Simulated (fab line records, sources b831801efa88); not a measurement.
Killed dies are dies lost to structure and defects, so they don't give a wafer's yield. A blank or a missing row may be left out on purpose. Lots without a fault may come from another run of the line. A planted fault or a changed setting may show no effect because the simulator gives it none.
Chamber matching | flow gf180mcu | GF_STI_ETCH_14 on rie_si-01: 4 sister chambers
The step etches Si in HBr/Cl2/O2, target depth 360 nm, time 102.9 s. 16 wafers are shown with their chamber, then 8 later ones without.

WAFERS WITH THEIR CHAMBER
wafer  | chamber | drypump_motor_current_A (A) | oes_product_au (a.u.) | throttle_valve_pct (%)
L989.4 | 1       | 6.6                         | 0.985                 | 25.649
L989.5 | 2       | 5.1                         | 1.004                 | 25.664
L989.6 | 1       | 6.6                         | 0.991                 | 25.666
L990.1 | 0       | 6.4                         | 1.004                 | 25.669
L990.2 | 1       | 6.6                         | 0.991                 | 25.662
L990.6 | 2       | 5.1                         | 1.004                 | 25.646
L992.1 | 3       | 5.5                         | 0.998                 | 25.668
L992.5 | 3       | 5.5                         | 1.002                 | 25.640
L992.6 | 2       | 5.1                         | 1.000                 | 25.657
L993.2 | 1       | 6.6                         | 1.000                 | 25.646
L993.3 | 0       | 6.4                         | 0.999                 | 25.641
L993.5 | 2       | 5.1                         | 1.004                 | 25.662
L995.1 | 1       | 6.7                         | 0.981                 | 25.668
L995.4 | 0       | 6.4                         | 0.993                 | 25.655
L995.6 | 1       | 6.6                         | 1.000                 | 25.647
L100.2 | 2       | 5.1                         | 1.003                 | 25.634

SIGNATURES (means of the wafers above)
reading                 | chamber 0 | chamber 1 | chamber 2 | chamber 3 | scatter within a chamber
drypump_motor_current_A | 6.400     | 6.617     | 5.100     | 5.500     | 0.0264
oes_product_au          | 0.99867   | 0.99133   | 1.00300   | 1.00000   | 0.00561
throttle_valve_pct      | 25.65500  | 25.65633  | 25.65260  | 25.65400  | 0.0127
Rule: a wafer's distance from a chamber is the root of the sum, over the readings, of the square of ((its reading less the chamber's mean) divided by the reading's scatter). The wafer belongs to the nearest chamber; if the next one is less than 2 further off, it can't be placed. The scatter: the root of (the sum of the squares of (reading less its chamber's mean) over the shown wafers, divided by (wafers less chambers)).

WAFERS WITHOUT THEIR CHAMBER
wafer  | drypump_motor_current_A (A) | oes_product_au (a.u.) | throttle_valve_pct (%)
L100.5 | 5.1                         | 1.011                 | 25.655
L100.6 | 5.5                         | 1.005                 | 25.653
L102.2 | 5.5                         | 1.004                 | 25.662
L102.3 | 6.6                         | 1.007                 | 25.656
L102.6 | 5.1                         | 1.016                 | 25.644
L109.1 | 6.4                         | 1.008                 | 25.650
L109.3 | 5.5                         | 1.011                 | 25.656
L109.4 | 6.4                         | 1.009                 | 25.650

WHICH CHAMBER EACH WENT THROUGH
wafer  | from the rows above | in truth
L100.5 | 2                   | 2
L100.6 | 3                   | 3
L102.2 | 3                   | 3
L102.3 | 1                   | 1
L102.6 | 2                   | 2
L109.1 | 0                   | 0
L109.3 | 3                   | 3
L109.4 | 0                   | 0
Placed correctly: 8 of 8. Can't be placed from these rows: 0. Placed wrongly: 0.
